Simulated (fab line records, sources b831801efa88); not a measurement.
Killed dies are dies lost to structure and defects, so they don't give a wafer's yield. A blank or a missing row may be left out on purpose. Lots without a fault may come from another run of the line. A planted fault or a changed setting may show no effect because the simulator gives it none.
One fault seen from 2 desks | flow gf180mcu | each desk has only its own numbers; what lay behind them comes last

THE TOOL OWNER'S DESK: implanter-04
The tool's own readings at GF_HV_LDD_IMPLANT_36: means of the sampled wafers that have a number, for each lot that ran on this tool. A lot is out of limits, marked OUT, if its mean lies more than 4 standard deviations from the usual mean; the brackets give that distance.
Columns: A = dose_ions_cm2 at GF_HV_LDD_IMPLANT_36, usual 7.501e+12; B = faraday_current_uA at GF_HV_LDD_IMPLANT_36, usual 42.3
lot  | first seen here | A                           | B
L532 | day 13 08:36    | 7.507e+12                   | 42.9
L535 | day 14 03:58    | 4.136e+12 (-99 or more) OUT | 22.7 (-23) OUT
L536 | day 14 15:41    | 4.141e+12 (-99 or more) OUT | 23.4 (-22) OUT
L550 | day 19 11:01    | 7.505e+12                   | 42.5
This desk's finding: out of limits on L535, L536; first on L535, day 14 03:58 (dose_ions_cm2 at GF_HV_LDD_IMPLANT_36). In limits: L532, L550.

THE METROLOGY DESK
What the gauges read, lot by lot, whatever tool the lot ran on: means of the sampled wafers that have a number. A lot is out of limits, marked OUT, if its mean lies more than 4 standard deviations from the usual mean; the brackets give that distance.
Columns: A = LVPWELL_RS at GF_VT_IMPLANT_RS_MEAS_48, usual 1196 ohm/sq; B = HV_LDD_2_TW at GF_HV_LDD_TW_MEAS_23, usual 1066; C = HV_LDD_3_TW at GF_HV_LDD_TW_MEAS_38, usual 1434; D = HV_LDD_RS at GF_HV_LDD_RS_MEAS_53, usual 418.1 ohm/sq
lot  | first seen here | A    | B    | C               | D
L532 | day 9 01:29     | 1196 | 1074 | 1426            | 417.6
L534 | day 9 14:53     | 1196 | 1061 | 1431            | 417.2
L535 | day 9 20:44     | 1190 | 1061 | 1372 (-6.4) OUT | 428.1 (+10) OUT
L536 | day 10 03:25    | 1192 | 1069 | 1380 (-5.5) OUT | 426.7 (+8.7) OUT
L539 | day 10 21:51    | 1196 | 1074 | 1439            | 417.6
L540 | day 11 02:08    | 1192 | 1063 | 1424            | 418.0
L541 | day 11 11:01    | 1198 | 1074 | 1439            | 417.6
L544 | day 12 07:46    | 1198 | 1064 | 1445            | 418.8
L545 | day 12 16:35    | 1195 | 1058 | 1445            | 417.3
L546 | day 12 23:23    | 1196 | 1064 | 1446            | 418.1
L547 | day 13 05:53    | 1197 | 1064 | 1424            | 416.8
L550 | day 14 06:39    | 1197 | 1064 | 1424            | 420.0
This desk's finding: out of limits on L535, L536; first on L535, day 14 04:13 (HV_LDD_3_TW at GF_HV_LDD_TW_MEAS_38). In limits: L532, L534, L539, L540, L541, L544, L545, L546, L547, L550.

PUT TOGETHER
The tool owner's desk could have raised an alarm at day 14 03:58, on L535, L536.
The metrology desk could have raised an alarm at day 14 04:13, on L535, L536.
Of the lots named, all ran GF_HV_LDD_IMPLANT_36 on implanter-04.

WHAT THE SIMULATOR HAD PUT IN
Process parameter drift: implanter-04, from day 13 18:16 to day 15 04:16, at GF_HV_LDD_IMPLANT_36. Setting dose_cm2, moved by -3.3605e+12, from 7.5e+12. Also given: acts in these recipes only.
Lots struck among those shown: L535, L536.
Hours from the fault's start to each desk's first reading out of limits: the tool owner's desk, 10; the metrology desk, 10.
